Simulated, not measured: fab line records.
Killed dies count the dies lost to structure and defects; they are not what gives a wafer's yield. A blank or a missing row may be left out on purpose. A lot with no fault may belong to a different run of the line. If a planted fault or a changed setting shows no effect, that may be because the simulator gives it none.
Split-lot study | flow gf180mcu | route with 602 steps; 5 lots, 23 wafers read

== SPLIT DETAILS ==
At GF_V3_CVD_23 (deposits W, target thk 350 nm, time 104.9 s), the setting pressure torr was moved away from the recipe's 40 Torr on 15 of the 23 wafers read, by -10.2% to +6.9%. This setting was run at the recipe's value on the other wafers.

== FROM THE SPLIT ON TO THE READING: in between, the file shows 1 step ==
- GF_V3_RS_MEAS_24: measures by four-point-probe

== THE READING ==
V3_W_THK, in nm, at GF_V3_THK_MEAS_25 (measures by xrf). A value of 357 nm with a standard deviation of 5.2 nm is what fault-free wafers of this fab line usually give.

wafer  | tool, chamber at the split | pressure torr as run, Torr | against the recipe | V3_W_THK, nm | against lot-mates on the recipe
L074.2 | cvd w-01, 1                | 40                         | recipe             | 355          | -
L074.4 | cvd w-01, 0                | 40                         | recipe             | 350          | -
L074.6 | cvd w-01, 1                | 40                         | recipe             | 360          | -
L076.1 | cvd w-01, 0                | 37.39                      | -6.5%              | 352          | no lot-mate on the recipe
L076.2 | cvd w-01, 1                | 37.39                      | -6.5%              | 350          | no lot-mate on the recipe
L076.3 | cvd w-01, 1                | 37.39                      | -6.5%              | 349          | no lot-mate on the recipe
L076.5 | cvd w-01, 1                | 37.39                      | -6.5%              | 346          | no lot-mate on the recipe
L076.6 | cvd w-01, 0                | 37.39                      | -6.5%              | 349          | no lot-mate on the recipe
L077.1 | cvd w-02, 0                | 42.74                      | +6.9%              | 379          | no lot-mate on the recipe
L077.3 | cvd w-02, 0                | 42.74                      | +6.9%              | 377          | no lot-mate on the recipe
L077.4 | cvd w-02, 1                | 42.74                      | +6.9%              | 376          | no lot-mate on the recipe
L077.5 | cvd w-02, 1                | 42.74                      | +6.9%              | 372          | no lot-mate on the recipe
L077.6 | cvd w-02, 0                | 42.74                      | +6.9%              | 375          | no lot-mate on the recipe
L081.2 | cvd w-01, 1                | 40                         | recipe             | 357          | -
L081.3 | cvd w-01, 0                | 40                         | recipe             | 358          | -
L081.4 | cvd w-01, 1                | 40                         | recipe             | 355          | -
L081.5 | cvd w-01, 0                | 40                         | recipe             | 358          | -
L081.6 | cvd w-01, 1                | 40                         | recipe             | 357          | -
L084.1 | cvd w-02, 1                | 35.92                      | -10.2%             | 341          | no lot-mate on the recipe
L084.2 | cvd w-02, 0                | 35.92                      | -10.2%             | 336          | no lot-mate on the recipe
L084.3 | cvd w-02, 0                | 35.92                      | -10.2%             | 336          | no lot-mate on the recipe
L084.4 | cvd w-02, 1                | 35.92                      | -10.2%             | 337          | no lot-mate on the recipe
L084.5 | cvd w-02, 0                | 35.92                      | -10.2%             | 338          | no lot-mate on the recipe

FIT RESULTS
A straight line over all 23 wafers: V3_W_THK changes by +2.07 nm for each +1% of pressure torr; r = +0.96; the points scatter about the line by 3.7 nm.
Too few moved wafers with a lot-mate on the recipe to fit a line net of each lot's own level.

== THE WHOLE CHAIN: every reading that the file lists as answering this split, in the file's order ==
step              | what it does                                | reading                                                                | change (the file's fit)              | r (the file's)
GF_V3_CVD_23      | deposits W, target thk 350 nm, time 104.9 s | W_of_V3_CVD_23.thk nm (the simulator's own value, which no gauge read) | +1.94 nm for each +1% of the setting | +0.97
GF_V3_RS_MEAS_24  | measures by four-point-probe                | V3_W_RS                                                                | -0.00188 for each +1% of the setting | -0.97
GF_V3_THK_MEAS_25 | measures by xrf                             | V3_W_THK                                                               | +2.08 for each +1% of the setting    | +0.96

== THE FILE'S OWN FIT ==
V3_W_THK changes by +2.08 nm for each +1% of pressure torr, r = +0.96.
